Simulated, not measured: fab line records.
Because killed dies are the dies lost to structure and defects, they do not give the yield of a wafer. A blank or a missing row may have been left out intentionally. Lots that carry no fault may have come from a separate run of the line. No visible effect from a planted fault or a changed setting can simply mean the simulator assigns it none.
fab line records | flow sky130
[record] lots = 24 wafers = 72 lastDay = 50
route steps=708 shown VT_ADJUST_LVTN@118 RES_PROTECT@214 LDD_N@253 SD_N@349 CONTACT@431 METAL1@453
lots that met no fault: taken from a fault-free run of the same line
startH: hours from the record's opening day to when the first of the lot's shown wafers began | waitH: hours since the lot's step before | " identical to the entry in the row above | L1.1+2: a row that stands for several wafers | - either no value or no given start | * or withheld: withheld | < > ~ a bound
route shown NAME@n: a module of which the file shows steps, and the number in the route of the first | usual: mean and standard deviation over wafers with no fault | same: alike in all rows | chamber/n: place in a boat | sites: per-site readings | _std_site: standard deviation of those values | _edge_site: mean of outer sites minus mean of inner sites | radiusMm: how far each site lies from the wafer's centre | mask NAME#n: copy n | behind: the most recent tool/chamber to have shaped the wafer | hold: cause of the lot's hold/its duration in hours/its outcome | device: whichever transistor did not switch (one of n, p or np) | end of line: tests run on the same wafers once the route is complete | a step given without rows: its recipe and nothing more | killed: count of dies lost to structure and defects at first sort (not the wafer's yield) | map: shows each die of a wafer: x if killed, . if not, _ if none is there
set.NAME: the setting the step ran with; set.NAME@STEP: the setting that earlier step ran with | model.NAME: the simulator's own value behind a step, which no gauge read
one table for each step of the route and one row for each wafer, over a sample of lots
services: when a tool's chamber went out of use (startH, in hours from the record's first day, below 0 if earlier), for how many hours, and the reason
[[steps]]
[step SKY_VT_ADJUST_LVTN_TW_MEAS_21]
[usual] VT_ADJUST_LVTN_2_TW = 188.1/1.3
// columns lot.wafer tool chamber startH waitH VT_ADJUST_LVTN_2_TW
L074.3 filmMetro-01 - 162.31 0.1 188.8
L074.5 " - " " 189.0
L074.6 " - " " 188.9
L075.3 filmMetro-01 - 163.93 0.1 187.9
L075.5 " - " " 187.8
L075.6 " - " " 189.0
L076.2 filmMetro-02 - 171.38 0.1 186.2
L076.4 " - " " 187.5
L076.6 " - " " 187.1
L077.1 filmMetro-01 - 173.02 0.1 188.0
L077.4 " - " " 186.9
L077.5 " - " " 187.0
L078.1 filmMetro-01 - 179.07 0.1 186.4
L078.4 " - " " 187.8
L078.5 " - " " 188.0
L079.2 filmMetro-01 - 192.42 0.1 189.1
L079.5 " - " " 188.5
L079.6 " - " " 189.3
L080.1 filmMetro-04 - 193.82 0.1 188.9
L080.3 " - " " 189.1
L080.4 " - " " 189.7
L081.3 filmMetro-01 - 198.53 0.1 189.7
L081.4 " - " " 189.1
L081.6 " - " " 188.6
L082.3 filmMetro-01 - 206.43 0.1 189.0
L082.4 " - " " 189.3
L082.6 " - " " 189.3
L083.1 filmMetro-01 - 215.59 0.1 188.7
L083.2 " - " " 189.4
L083.4 " - " " 188.9
L084.1 filmMetro-01 - 223.92 0.1 186.8
L084.2 " - " " 187.0
L084.4 " - " " 187.6
L085.1 filmMetro-01 - 229.12 0.1 186.9
L085.4 " - " " 187.1
L085.5 " - " " 186.7
L086.2 filmMetro-04 - 237.18 0.1 188.4
L086.4 " - " " 187.3
L086.5 " - " " 189.8
L087.1 filmMetro-04 - 242.79 0.1 189.5
L087.3 " - " " 190.1
L087.5 " - " " 189.4
L088.1 filmMetro-01 - 249.86 0.1 186.9
L088.3 " - " " 186.0
L088.4 " - " " 186.8
L089.1 filmMetro-01 - 252.91 0.1 185.5
L089.4 " - " " 186.6
L089.5 " - " " 186.5
L090.1 filmMetro-04 - 262.14 0.1 189.8
L090.4 " - " " 189.4
L090.5 " - " " 189.9
L091.2 filmMetro-04 - 273.45 0.1 189.4
L091.3 " - " " 188.7
L091.4 " - " " 187.9
L092.4 filmMetro-01 - 281.42 0.1 185.5
L092.5 " - " " 186.7
L092.6 " - " " 186.4
L097.1 filmMetro-01 - 328.47 0.1 187.4
L097.2 " - " " 187.8
L097.4 " - " " 188.3
L094.3 filmMetro-01 - 329.42 0.1 186.3
L094.4 " - " " 187.4
L094.6 " - " " 186.8
L095.1 filmMetro-04 - 330.02 0.1 188.8
L095.3 " - " " 189.4
L095.6 " - " " 188.9
L096.2 filmMetro-01 - 330.68 0.1 185.8
L096.3 " - " " 186.5
L096.4 " - " " 185.9
L093.2 filmMetro-04 - 331.45 0.1 189.0
L093.5 " - " " 189.1
L093.6 " - " " 189.3
[step SKY_RES_PROTECT_STRIP_07]
[recipe] chemistry = O2/N2 powerW = 1400 pressureMtorr = 1500 platenTempC = withheld o2FlowSccm = 3000 n2FlowSccm = 300 overashFraction = 0.5
[usual] chamberPressureMTorr = 1499.9/1.4 drypumpMotorCurrentA = 6.0/0.55 oesProductAu = 0.518/0.0045 stripTimeToEndpointS = 23.32/0.035
[same] overashFraction = 0.5
// columns lot.wafer tool chamber startH waitH chamberPressureMTorr drypumpMotorCurrentA oesProductAu rfHoursCounterH stripTimeToEndpointS
L074.3 plasmaAsher-04 1 334.17 0.1 1499.5 5.3 0.516 - 23.36
L074.5 " 0 " " 1498.4 6.5 0.510 - 23.34
L074.6 " 1 " " 1500.3 5.3 0.517 - 23.33
L075.3 plasmaAsher-01 0 338.39 0.1 1498.8 5.8 0.519 - 23.33
L075.5 " 0 " " 1499.8 5.8 0.517 - 23.35
L075.6 " 1 " " 1502.2 6.5 0.518 - 23.31
L076.2 plasmaAsher-01 0 344.97 0.1 1500.6 5.8 0.520 66 23.34
L076.4 " 1 " " 1497.4 6.5 0.521 - 23.35
L076.6 " 0 " " 1498.1 5.8 0.521 - 23.35
L077.1 plasmaAsher-04 1 355.32 0.1 1500.7 5.3 0.520 23 23.33
L077.4 " 0 " " 1501.5 6.5 0.515 - 23.35
L077.5 " 0 " " 1500.2 6.5 0.523 - 23.28
L078.1 plasmaAsher-01 1 359.27 0.1 1501.2 6.5 0.525 67 23.25
L078.4 " 1 " " 1500.6 6.4 0.518 - 23.25
L078.5 " 0 " " 1500.9 5.8 0.527 - 23.25
L079.2 plasmaAsher-02 0 379.85 0.1 1496.7 5.2 0.519 71 23.27
L079.5 " 0 " " 1499.8 5.2 0.521 - 23.33
L079.6 " 1 " " 1497.3 6.6 0.523 - 23.30
L080.1 plasmaAsher-01 0 380.04 0.1 1501.1 5.8 0.518 69 23.31
L080.3 " 0 " " 1498.4 5.8 0.524 - 23.30
L080.4 " 1 " " 1499.1 6.4 0.516 - 23.31
L081.3 plasmaAsher-02 1 389.66 0.1 1501.2 6.6 0.520 - 23.31
L081.4 " 0 " " 1501.3 5.2 0.526 - 23.31
L081.6 " 0 " " 1501.3 5.2 0.513 - 23.32
L082.3 plasmaAsher-04 0 394.64 0.1 1499.6 6.5 0.526 - 23.27
L082.4 " 1 " " 1497.3 5.4 0.510 - 23.28
L082.6 " 0 " " 1499.9 6.5 0.520 - 23.30
L083.1 plasmaAsher-01 0 410.92 0.1 1499.5 5.8 0.520 73 23.38
L083.2 " 1 " " 1498.3 6.5 0.519 73 23.26
L083.4 " 0 " " 1497.6 5.8 0.503 - 23.38
L084.1 plasmaAsher-04 0 422.15 0.1 1501.1 6.5 0.521 30 23.35
L084.2 " 1 " " 1498.8 5.3 0.522 30 23.38
L084.4 " 1 " " 1502.7 5.4 0.517 - 23.34
L085.1 plasmaAsher-01 0 424.57 0.1 1500.7 5.8 0.514 74 23.27
L085.4 " 0 " " 1501.4 5.8 0.518 - 23.32
L085.5 " 0 " " 1499.4 5.8 0.523 - 23.29
L086.2 plasmaAsher-01 1 436.17 0.1 1498.6 6.5 0.506 76 23.28
L086.4 " 1 " " 1498.3 6.5 0.517 - 23.32
L086.5 " 1 " " 1500.6 6.5 0.514 - 23.26
L087.1 plasmaAsher-02 0 442.40 0.1 1499.7 5.2 0.523 1 23.31
L087.3 " 1 " " 1495.6 6.5 0.518 - 23.28
L087.5 " 0 " " 1499.8 5.2 0.520 - 23.33
L088.1 plasmaAsher-04 1 452.34 0.1 1502.0 5.3 0.513 33 23.27
L088.3 " 0 " " 1499.5 6.4 0.515 - 23.27
L088.4 " 1 " " 1500.8 5.4 0.518 - 23.27
L089.1 plasmaAsher-04 1 462.57 0.1 1500.4 5.3 0.520 34 23.32
L089.4 " 1 " " 1498.9 5.3 0.515 - 23.35
L089.5 " 0 " " 1500.7 6.5 0.520 - 23.36
L090.1 plasmaAsher-04 0 467.40 0.1 1500.7 6.4 0.511 35 23.31
L090.4 " 0 " " 1500.5 6.5 0.514 - 23.26
L090.5 " 1 " " 1500.0 5.4 0.517 - 23.31
L091.2 plasmaAsher-02 0 483.92 0.1 1499.5 5.2 0.518 5 23.32
L091.3 " 0 " " 1499.6 5.2 0.518 - 23.32
L091.4 " 1 " " 1499.4 6.5 0.507 - 23.30
L092.4 plasmaAsher-04 0 499.80 0.1 1501.0 6.5 0.515 - 23.36
L092.5 " 0 " " 1497.6 6.5 0.519 - 23.36
L092.6 " 1 " " 1497.7 5.4 0.518 - 23.37
L097.1 plasmaAsher-04 0 543.72 0.1 1501.2 6.5 0.521 43 23.37
L097.2 " 1 " " 1501.4 5.3 0.519 43 23.33
L097.4 " 1 " " 1499.7 5.3 0.514 - 23.40
L094.3 plasmaAsher-02 0 545.42 0.1 1500.0 5.2 0.515 - 23.38
L094.4 " 1 " " 1502.1 6.6 0.527 - 23.36
L094.6 " 0 " " 1501.5 5.2 0.525 - 23.33
L095.1 plasmaAsher-02 1 548.02 0.1 1500.1 6.5 0.511 10 23.31
L095.3 " 0 " " 1497.9 5.2 0.521 - 23.34
L095.6 " 0 " " 1499.7 5.2 0.518 - 23.35
L093.2 plasmaAsher-01 0 550.15 0.1 1498.7 5.8 0.525 88 23.36
L093.5 " 1 " " 1500.2 6.4 0.513 - 23.34
L093.6 " 0 " " 1500.2 5.8 0.517 - 23.30
L096.2 plasmaAsher-02 0 550.99 0.1 1497.7 5.2 0.525 11 23.36
L096.3 " 1 " " 1497.9 6.5 0.515 - 23.36
L096.4 " 0 " " 1503.5 5.2 0.514 - 23.32
[step SKY_LDD_N_STRIP_16]
[recipe] chemistry = O2/N2 powerW = 1400 pressureMtorr = 1500 platenTempC = withheld o2FlowSccm = 3000 n2FlowSccm = 300 overashFraction = 0.5
[usual] chamberPressureMTorr = 1499.9/1.4 drypumpMotorCurrentA = 6.1/0.54 oesProductAu = 0.407/0.0045 stripTimeToEndpointS = 4.316/0.02
[same] overashFraction = 0.5
// columns lot.wafer tool chamber startH waitH chamberPressureMTorr drypumpMotorCurrentA oesProductAu rfHoursCounterH stripTimeToEndpointS
L074.3 plasmaAsher-01 0 394.55 0.1 1500.4 5.8 0.405 - 4.321
L074.5 " 1 " " 1500.1 6.5 0.402 - 4.296
L074.6 " 0 " " 1501.3 5.8 0.401 - 4.334
L075.3 plasmaAsher-01 1 401.45 0.1 1499.1 6.5 0.399 - 4.326
L075.5 " 0 " " 1495.5 5.8 0.407 - 4.317
L075.6 " 1 " " 1498.0 6.5 0.405 - 4.310
L076.2 plasmaAsher-03 1 407.17 0.1 1501.8 5.5 0.412 58 4.318
L076.4 " 0 " " 1500.2 6.7 0.395 - 4.300
L076.6 " 0 " " 1498.7 6.7 0.408 - 4.305
L077.1 plasmaAsher-03 0 419.62 0.1 1501.6 6.7 0.409 60 4.311
L077.4 " 0 " " 1500.6 6.6 0.405 - 4.284
L077.5 " 1 " " 1499.3 5.5 0.420 - 4.309
L078.1 plasmaAsher-03 0 426.32 0.1 1498.2 6.7 0.405 61 4.307
L078.4 " 0 " " 1499.6 6.7 0.411 - 4.339
L078.5 " 1 " " 1501.3 5.5 0.402 - 4.304
L079.2 plasmaAsher-03 1 446.77 0.1 1499.3 5.5 0.413 63 4.287
L079.5 " 0 " " 1500.1 6.7 0.402 - 4.309
L079.6 " 1 " " 1499.6 5.5 0.406 - 4.311
L080.1 plasmaAsher-03 1 447.24 0.1 1500.5 5.5 0.405 63 4.298
L080.3 " 1 " " 1500.2 5.5 0.406 - 4.275
L080.4 " 0 " " 1500.3 6.7 0.410 - 4.301
L081.3 plasmaAsher-01 0 456.05 0.1 1500.3 5.8 0.406 - 4.297
L081.4 " 1 " " 1500.2 6.5 0.410 - 4.296
L081.6 " 0 " " 1500.0 5.8 0.410 - 4.298
L082.3 plasmaAsher-03 0 464.06 0.1 1497.3 6.6 0.416 - 4.310
L082.4 " 1 " " 1499.2 5.5 0.405 - 4.305
L082.6 " 1 " " 1500.8 5.5 0.415 - 4.300
L083.1 plasmaAsher-03 1 478.47 0.1 1500.5 5.5 0.405 66 4.327
L083.2 " 0 " " 1502.5 6.7 0.411 66 4.316
L083.4 " 1 " " 1499.8 5.5 0.405 - 4.300
L084.1 plasmaAsher-01 0 494.04 0.1 1499.9 5.8 0.405 82 4.313
L084.2 " 1 " " 1500.0 6.5 0.408 82 4.329
L084.4 " 1 " " 1500.2 6.5 0.418 - 4.320
L085.1 plasmaAsher-01 0 494.17 0.1 1500.8 5.8 0.408 82 4.310
L085.4 " 0 " " 1497.8 5.8 0.409 - 4.304
L085.5 " 1 " " 1498.7 6.5 0.404 - 4.319
L086.2 plasmaAsher-01 0 502.17 0.1 1497.6 5.8 0.408 84 4.328
L086.4 " 1 " " 1501.7 6.5 0.408 - 4.316
L086.5 " 0 " " 1497.2 5.8 0.405 - 4.328
L087.1 plasmaAsher-02 0 508.62 0.1 1500.6 5.2 0.411 6 4.302
L087.3 " 1 " " 1500.7 6.5 0.409 - 4.301
L087.5 " 0 " " 1501.9 5.2 0.407 - 4.308
L088.1 plasmaAsher-02 1 518.72 0.1 1498.9 6.6 0.412 7 4.317
L088.3 " 1 " " 1500.0 6.6 0.402 - 4.338
L088.4 " 0 " " 1500.9 5.2 0.412 - 4.363
L089.1 plasmaAsher-02 0 527.87 0.1 1501.1 5.2 0.401 8 4.327
L089.4 " 0 " " 1503.3 5.2 0.402 - 4.355
L089.5 " 0 " " 1503.0 5.2 0.412 - 4.353
L090.1 plasmaAsher-02 0 531.82 0.1 1498.5 5.2 0.411 9 4.286
L090.4 " 0 " " 1499.4 5.2 0.406 - 4.288
L090.5 " 1 " " 1500.2 6.6 0.401 - 4.268
L091.2 plasmaAsher-01 1 548.27 0.1 1499.9 6.5 0.399 88 4.342
L091.3 " 0 " " 1501.4 5.8 0.415 - 4.350
L091.4 " 1 " " 1499.8 6.5 0.415 - 4.362
L092.4 plasmaAsher-03 0 564.45 0.1 1497.5 6.7 0.401 - 4.326
L092.5 " 0 " " 1498.7 6.6 0.414 - 4.305
L092.6 " 1 " " 1499.7 5.5 0.410 - 4.319
L097.1 plasmaAsher-03 0 609.69 0.1 1500.1 6.7 0.405 78 4.349
L097.2 " 1 " " 1496.8 5.5 0.400 78 4.325
L097.4 " 1 " " 1497.1 5.4 0.408 - 4.348
L094.3 plasmaAsher-01 0 610.85 0.1 1498.7 5.8 0.401 - 4.325
L094.4 " 1 " " 1499.0 6.5 0.413 - 4.316
L094.6 " 0 " " 1500.4 5.8 0.407 - 4.335
L095.1 plasmaAsher-01 1 611.54 0.1 1497.6 6.5 0.415 94 4.308
L095.3 " 1 " " 1501.6 6.5 0.404 - 4.333
L095.6 " 0 " " 1502.2 5.8 0.412 - 4.310
L093.2 plasmaAsher-03 1 613.27 0.1 1497.9 5.5 0.402 78 4.319
L093.5 " 1 " " 1499.7 5.4 0.404 - 4.297
L093.6 " 0 " " 1500.0 6.6 0.408 - 4.301
L096.2 plasmaAsher-02 1 617.57 0.1 1499.0 6.6 0.408 17 4.337
L096.3 " 1 " " 1499.9 6.6 0.407 - 4.339
L096.4 " 0 " " 1499.8 5.2 0.401 - 4.348
[step SKY_SD_N_CD_MEAS_07]
[recipe] targetCdNm = 380
[usual] cdNm = 379.9/2.8
// columns lot.wafer tool chamber startH waitH cdNm
L074.3 cdSem-01 - 639.28 0.1 380.3
L074.5 " - " " 379.2
L074.6 " - " " 377.7
L075.3 cdSem-01 - 645.64 0.1 383.8
L075.5 " - " " 382.5
L075.6 " - " " 383.8
L076.2 cdSem-02 - 648.42 0.1 376.7
L076.4 " - " " 376.9
L076.6 " - " " 375.7
L077.1 cdSem-02 - 661.50 0.1 383.8
L077.4 " - " " 381.4
L077.5 " - " " 382.3
L078.1 cdSem-01 - 669.53 0.1 379.0
L078.4 " - " " 379.5
L078.5 " - " " 378.4
L079.2 cdSem-02 - 685.51 0.1 378.9
L079.5 " - " " 377.7
L079.6 " - " " 379.4
L080.1 cdSem-02 - 686.49 0.1 384.1
L080.3 " - " " 380.7
L080.4 " - " " 379.5
L081.3 cdSem-01 - 694.93 0.1 381.7
L081.4 " - " " 378.9
L081.6 " - " " 380.4
L082.3 cdSem-02 - 704.08 0.1 381.1
L082.4 " - " " 379.0
L082.6 " - " " 381.9
L083.1 cdSem-02 - 716.23 0.1 379.2
L083.2 " - " " 379.5
L083.4 " - " " 379.4
L084.1 cdSem-01 - 727.33 0.1 383.4
L084.2 " - " " 381.9
L084.4 " - " " 385.3
L085.1 cdSem-01 - 728.79 0.1 373.9
L085.4 " - " " 376.7
L085.5 " - " " 377.3
L086.2 cdSem-02 - 736.76 0.1 380.6
L086.4 " - " " 380.4
L086.5 " - " " 381.4
L087.1 cdSem-01 - 741.05 0.1 381.5
L087.3 " - " " 382.4
L087.5 " - " " 380.0
L088.1 cdSem-01 - 751.85 0.1 386.1
L088.3 " - " " 384.3
L088.4 " - " " 384.6
L089.1 cdSem-02 - 763.10 0.1 378.1
L089.4 " - " " 378.7
L089.5 " - " " 379.4
L090.1 cdSem-02 - 766.50 0.1 381.6
L090.4 " - " " 384.1
L090.5 " - " " 382.8
L091.2 cdSem-01 - 778.46 0.1 382.4
L091.3 " - " " 384.0
L091.4 " - " " 381.6
L092.4 cdSem-01 - 792.65 0.1 385.1
L092.5 " - " " 381.0
L092.6 " - " " 383.3
L094.3 cdSem-01 - 834.13 0.1 380.2
L094.4 " - " " 379.1
L094.6 " - " " 379.3
L097.1 cdSem-01 - 834.39 0.1 376.9
L097.2 " - " " 377.0
L097.4 " - " " 376.3
L095.1 cdSem-02 - 834.88 0.1 379.1
L095.3 " - " " 380.1
L095.6 " - " " 380.6
L093.2 cdSem-02 - 836.70 0.1 375.8
L093.5 " - " " 377.4
L093.6 " - " " 376.7
L096.2 cdSem-02 - 841.12 0.1 377.9
L096.3 " - " " 376.7
L096.4 " - " " 378.2
[step SKY_CONTACT_RS_MEAS_25]
[recipe] thkMeasGauge = four-point-probe reads = W_of_CONTACT_CVD_24+TiN_of_CONTACT_SPUTTER_23
[usual] CONTACT_W_RS = 0.340/0.0052
// columns lot.wafer tool chamber startH waitH CONTACT_W_RS[ohm/sq]
L074.3 filmMetro-01 - 728.86 0.1 0.341
L074.5 " - " " 0.341
L074.6 " - " " 0.341
L075.3 filmMetro-01 - 735.52 0.1 0.340
L075.5 " - " " 0.341
L075.6 " - " " 0.340
L076.2 filmMetro-01 - 738.93 0.1 0.343
L076.4 " - " " 0.339
L076.6 " - " " 0.338
L077.1 filmMetro-04 - 751.67 0.1 0.334
L077.4 " - " " 0.344
L077.5 " - " " 0.345
L078.1 filmMetro-04 - 757.92 0.1 0.343
L078.4 " - " " 0.345
L078.5 " - " " 0.343
L079.2 filmMetro-04 - 772.17 0.1 0.337
L079.5 " - " " 0.345
L079.6 " - " " 0.332
L080.1 filmMetro-03 - 775.80 0.1 0.329
L080.3 " - " " 0.330
L080.4 " - " " 0.343
L081.3 filmMetro-03 - 783.75 0.1 0.342
L081.4 " - " " 0.331
L081.6 " - " " 0.339
L082.3 filmMetro-01 - 790.85 0.1 0.340
L082.4 " - " " 0.336
L082.6 " - " " 0.338
L083.1 filmMetro-04 - 805.16 0.1 0.340
L083.2 " - " " 0.340
L083.4 " - " " 0.339
L084.1 filmMetro-04 - 813.79 0.1 0.333
L084.2 " - " " 0.342
L084.4 " - " " 0.344
L085.1 filmMetro-03 - 815.17 0.1 0.348
L085.4 " - " " 0.347
L085.5 " - " " 0.339
L086.2 filmMetro-01 - 823.44 0.1 0.336
L086.4 " - " " 0.329
L086.5 " - " " 0.337
L087.1 filmMetro-01 - 826.79 0.1 0.346
L087.3 " - " " 0.344
L087.5 " - " " 0.340
L088.1 filmMetro-01 - 837.12 0.1 0.348
L088.3 " - " " 0.346
L088.4 " - " " 0.344
L089.1 filmMetro-04 - 846.78 0.1 0.344
L089.4 " - " " 0.339
L089.5 " - " " 0.346
L090.1 filmMetro-04 - 853.32 0.1 0.332
L090.4 " - " " 0.336
L090.5 " - " " 0.342
L091.2 filmMetro-03 - 862.64 0.1 0.344
L091.3 " - " " 0.341
L091.4 " - " " 0.337
L092.4 filmMetro-03 - 876.38 0.1 0.338
L092.5 " - " " 0.344
L092.6 " - " " 0.338
L094.3 filmMetro-03 - 916.60 0.1 0.340
L094.4 " - " " 0.349
L094.6 " - " " 0.344
L097.1 filmMetro-04 - 916.94 0.1 0.339
L097.2 " - " " 0.336
L097.4 " - " " 0.340
L095.1 filmMetro-04 - 918.27 0.1 0.341
L095.3 " - " " 0.345
L095.6 " - " " 0.347
L093.2 filmMetro-03 - 920.35 0.1 0.348
L093.5 " - " " 0.345
L093.6 " - " " 0.353
L096.2 filmMetro-04 - 923.94 0.1 0.341
L096.3 " - " " 0.348
L096.4 " - " " 0.340
[step SKY_METAL1_METAL_ETCH_19]
[recipe] targetDepthA = 3600 stopOn = SiO2 overEtchFrac = 0.3 timeS = 78 chemistry = Cl2/BCl3 resistSidewallDeg = 88 pressureMtorr = 10 icpW = 900 biasW = 48.5 Cl2_flow_sccm = 60 bcl3FlowSccm = 30
[usual] chamberPressureMTorr = 9.999/0.0097 drypumpMotorCurrentA = 5.7/0.47 oesProductAu = 0.855/0.0067 throttleValvePct = 22.264/0.0092
// columns lot.wafer tool chamber startH waitH chamberPressureMTorr drypumpMotorCurrentA oesProductAu rfHoursCounterH throttleValvePct
L074.3 rieMetal-01 0 756.62 0.1 10.016 5.7 0.848 - 22.245
L074.5 " 1 " " 10.002 5.0 0.845 - 22.260
L074.6 " 0 " " 10.012 5.7 0.851 - 22.257
L075.3 rieMetal-01 0 764.38 0.1 10.009 5.7 0.865 - 22.265
L075.5 " 0 " " 10.005 5.7 0.845 - 22.261
L075.6 " 1 " " 10.003 5.0 0.857 - 22.280
L076.2 rieMetal-04 1 766.94 0.0 10.001 6.4 0.860 13 22.259
L076.4 " 1 " " 10.003 6.4 0.853 - 22.260
L076.6 " 0 " " 9.989 5.8 0.856 - 22.284
L077.1 rieMetal-04 1 779.75 0.0 9.999 6.3 0.857 13 22.255
L077.4 " 1 " " 10.005 6.4 0.848 - 22.252
L077.5 " 0 " " 10.011 5.8 0.838 - 22.263
L078.1 rieMetal-01 1 785.60 0.1 9.998 5.0 0.863 15 22.271
L078.4 " 1 " " 9.973 5.0 0.854 - 22.257
L078.5 " 1 " " 9.987 5.0 0.856 - 22.262
L079.2 rieMetal-04 1 800.04 0.0 10.001 6.4 0.847 14 22.263
L079.5 " 0 " " 9.988 5.7 0.852 - 22.261
L079.6 " 1 " " 10.007 6.3 0.860 - 22.257
L080.1 rieMetal-01 0 803.33 0.1 9.992 5.7 0.860 0 22.262
L080.3 " 0 " " 9.976 5.7 0.866 - 22.256
L080.4 " 0 " " 10.000 5.7 0.856 - 22.271
L081.3 rieMetal-04 1 811.11 0.1 10.010 6.4 0.850 - 22.252
L081.4 " 0 " " 10.030 5.8 0.858 - 22.274
L081.6 " 0 " " 10.003 5.8 0.854 - 22.270
L082.3 rieMetal-03 1 817.52 0.1 10.020 5.8 0.868 - 22.258
L082.4 " 0 " " 10.011 6.3 0.870 - 22.254
L082.6 " 0 " " 9.993 6.3 0.854 - 22.268
L083.1 rieMetal-01 0 832.43 0.0 9.996 5.7 0.858 2 22.283
L083.2 " 1 " " 9.997 5.0 0.855 0 22.268
L083.4 " 0 " " 9.999 5.7 0.858 - 22.244
L084.1 rieMetal-04 0 840.75 0.0 10.018 5.7 0.840 8 22.269
L084.2 " 1 " " 10.004 6.4 0.845 16 22.272
L084.4 " 0 " " 9.989 5.7 0.855 - 22.271
L085.1 rieMetal-01 0 842.28 0.0 9.987 5.8 0.860 2 22.281
L085.4 " 1 " " 10.000 5.0 0.875 - 22.279
L085.5 " 0 " " 10.017 5.7 0.874 - 22.266
L086.2 rieMetal-03 0 850.54 0.0 10.005 6.3 0.847 11 22.252
L086.4 " 1 " " 9.996 5.8 0.860 - 22.242
L086.5 " 1 " " 9.994 5.8 0.856 - 22.264
L087.1 rieMetal-03 0 853.88 0.0 9.975 6.3 0.858 11 22.263
L087.3 " 0 " " 9.994 6.3 0.856 - 22.251
L087.5 " 1 " " 10.016 5.8 0.854 - 22.279
L088.1 rieMetal-01 0 864.67 0.1 10.002 5.8 0.845 3 22.263
L088.3 " 0 " " 10.004 5.8 0.852 - 22.266
L088.4 " 1 " " 9.994 5.0 0.854 - 22.270
L089.1 rieMetal-04 0 874.19 0.0 9.988 5.8 0.860 10 22.252
L089.4 " 0 " " 9.999 5.8 0.858 - 22.284
L089.5 " 1 " " 9.998 6.4 0.865 - 22.255
L090.1 rieMetal-03 0 880.63 0.0 9.991 6.3 0.855 12 22.277
L090.4 " 0 " " 10.012 6.3 0.841 - 22.275
L090.5 " 1 " " 9.992 5.8 0.861 - 22.256
L091.2 rieMetal-01 1 888.40 0.0 10.000 5.0 0.852 3 22.248
L091.3 " 0 " " 10.008 5.7 0.848 - 22.264
L091.4 " 1 " " 10.011 5.0 0.844 - 22.261
L092.4 rieMetal-01 1 902.63 0.1 9.988 5.0 0.851 - 22.270
L092.5 " 0 " " 9.989 5.7 0.859 - 22.253
L092.6 " 1 " " 10.011 5.0 0.856 - 22.267
L094.3 rieMetal-04 0 943.12 0.1 10.004 5.8 0.854 - 22.280
L094.4 " 1 " " 9.999 6.3 0.845 - 22.262
L094.6 " 0 " " 10.001 5.8 0.850 - 22.256
L097.1 rieMetal-01 1 943.51 0.0 10.005 5.0 0.851 5 22.262
L097.2 " 0 " " 10.017 5.7 0.852 7 22.259
L097.4 " 1 " " 10.002 5.0 0.855 - 22.264
L095.1 rieMetal-03 1 944.39 0.0 9.988 5.8 0.853 7 22.268
L095.3 " 0 " " 9.992 6.3 0.858 - 22.268
L095.6 " 1 " " 10.000 5.8 0.856 - 22.268
L093.2 rieMetal-01 1 946.71 0.0 10.010 5.0 0.864 5 22.271
L093.5 " 1 " " 9.991 5.0 0.859 - 22.258
L093.6 " 0 " " 9.991 5.7 0.866 - 22.270
L096.2 rieMetal-01 0 949.84 0.0 9.994 5.7 0.859 7 22.244
L096.3 " 0 " " 9.993 5.7 0.859 - 22.244
L096.4 " 1 " " 10.002 5.0 0.840 - 22.268
[[services]]
// columns tool chamber startH hours kind
plasmaAsher-01 - 345.93 9.1 repair
rieMetal-04 1 357.17 24.4 repair
plasmaAsher-04 - 363.82 0.4 repair
rieMetal-03 - 370.86 0.4 repair
rieMetal-04 0 380.65 3.1 repair
plasmaAsher-02 - 392.10 28.5 pm
rieMetal-04 - 398.65 0.3 repair
plasmaAsher-02 - 421.25 9.0 pm
plasmaAsher-02 - 444.95 3.9 repair
rieMetal-03 - 457.90 1.4 pm
plasmaAsher-02 - 487.02 14.6 pm
plasmaAsher-03 - 489.84 6.9 repair
rieMetal-03 - 512.29 15.9 repair
rieMetal-03 - 562.70 1.6 repair
plasmaAsher-01 - 622.87 0.7 repair
plasmaAsher-03 - 679.48 0.5 repair
plasmaAsher-01 - 733.75 9.0 pm
plasmaAsher-04 - 822.83 26.3 repair
plasmaAsher-03 - 823.49 0.8 repair
plasmaAsher-04 - 830.65 1.9 repair
plasmaAsher-04 - 849.17 2.8 pm
plasmaAsher-02 - 899.09 0.3 repair
plasmaAsher-03 - 908.79 4.1 repair
plasmaAsher-02 - 918.99 50.4 repair
[[key]]
fault none
